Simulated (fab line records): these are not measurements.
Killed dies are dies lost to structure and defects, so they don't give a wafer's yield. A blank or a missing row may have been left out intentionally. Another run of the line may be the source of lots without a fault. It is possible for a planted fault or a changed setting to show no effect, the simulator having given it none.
Problem report, 8D (eight disciplines) form, completed by code :: flow gf180mcu :: the parts of the form that need people (team, actions taken, sign-off) are left out

## 1. THE PROBLEM
Mean of o2 flow sccm at GF_NWELL_STRIP_10: 3594 sccm across 4 wafers in 2 lots; on wafers with no fault it is 2998 sccm (standard deviation 8.6). Relative to the usual mean, that is a shift of +69 standard deviations.
The step: strips in O2/N2.
The first sign was on wafer L778.2 at day 5 09:23, on plasma asher-04. Wafers with a number at this step in the record: 36, from 12 lots. Rule for "out", or "out of limits": more than 4 standard deviations from the usual mean. All remaining wafers that have a number are taken as sound.

## 2. WHAT IT IS, WHAT IT ISN'T
question: which readings at this step
is: o2 flow sccm
is not: drypump motor current A, heater power w, oes product au

question: which lots
is: L778, L780
is not: L769, L770, L771, L772, L777, L783, L785, L786, L789, L790

question: which wafers of those lots
is: L778.2, L778.5, L780.3, L780.5
is not: L778.4, L780.2

question: read on which tools
is: plasma asher-04
is not: plasma asher-02, plasma asher-03

question: when
is: from day 5 09:23
is not: up to then (16 sound wafers); but 16 sound wafers of L780, L783, L785, L786, L789, L790 came after

## 3. WHAT RULES OUT EACH SUSPECT
Counting: if a tool at a process step up to the reading ran every lot that is out, it stays a suspect. Sound lots after the first of them don't rule it out here, since some wafers of a struck lot are sound.
- plasma asher-04 at GF_NWELL_STRIP_10 (strips in O2/N2): kept. Ran every lot that is out, first one L778 (day 5 09:23); last sound lot up to then L777 (day 5 03:30). Its own readings are out on those wafers: o2 flow sccm.
- Within plasma asher-04 at GF_NWELL_STRIP_10, the wafers that are out were processed in chamber 1 and their sound lot-mates in chamber 0.
The count leaves plasma asher-04 at GF_NWELL_STRIP_10.

## 4. THE CAUSE (what the simulator had put in)
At GF_NWELL_STRIP_10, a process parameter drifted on plasma asher-04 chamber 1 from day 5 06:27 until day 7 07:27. Setting o2 flow sccm, moved by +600, from 3000. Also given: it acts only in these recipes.
This tool alone remained once counting was done.

## 5. THE EFFECT CHAIN, in route order
Each row: a reading whose mean over the struck wafers that have a number lies more than 3 standard deviations from the usual. Scope: only readings with a usual standard deviation given in the record; hours: median across lots of the time from each lot's start at the first step in this table that gives one to its start at this step; sigmas: change in usual standard deviations.
hours: 0
step: GF_NWELL_STRIP_10
reading: o2 flow sccm
usual: 2998 sccm
on struck wafers: 3594
change: +596
sigmas: +69

hours: 0
step: GF_NWELL_STRIP_10
reading: strip time to endpoint s
usual: 36.97 s
on struck wafers: 36.47
change: -0.50
sigmas: -5.0
Process steps it contains:
- GF_NWELL_STRIP_10: strips in O2/N2.
Later measuring or inspecting steps at which every struck wafer that the step has a row for has a number for every such reading, and none has moved that far: GF_CONTACT_RS_MEAS_25.

## 6. WHAT WOULD HAVE CAUGHT IT SOONER
First out-of-limits reading in this record: day 5 09:23, which is 3 hours after fault onset at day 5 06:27.
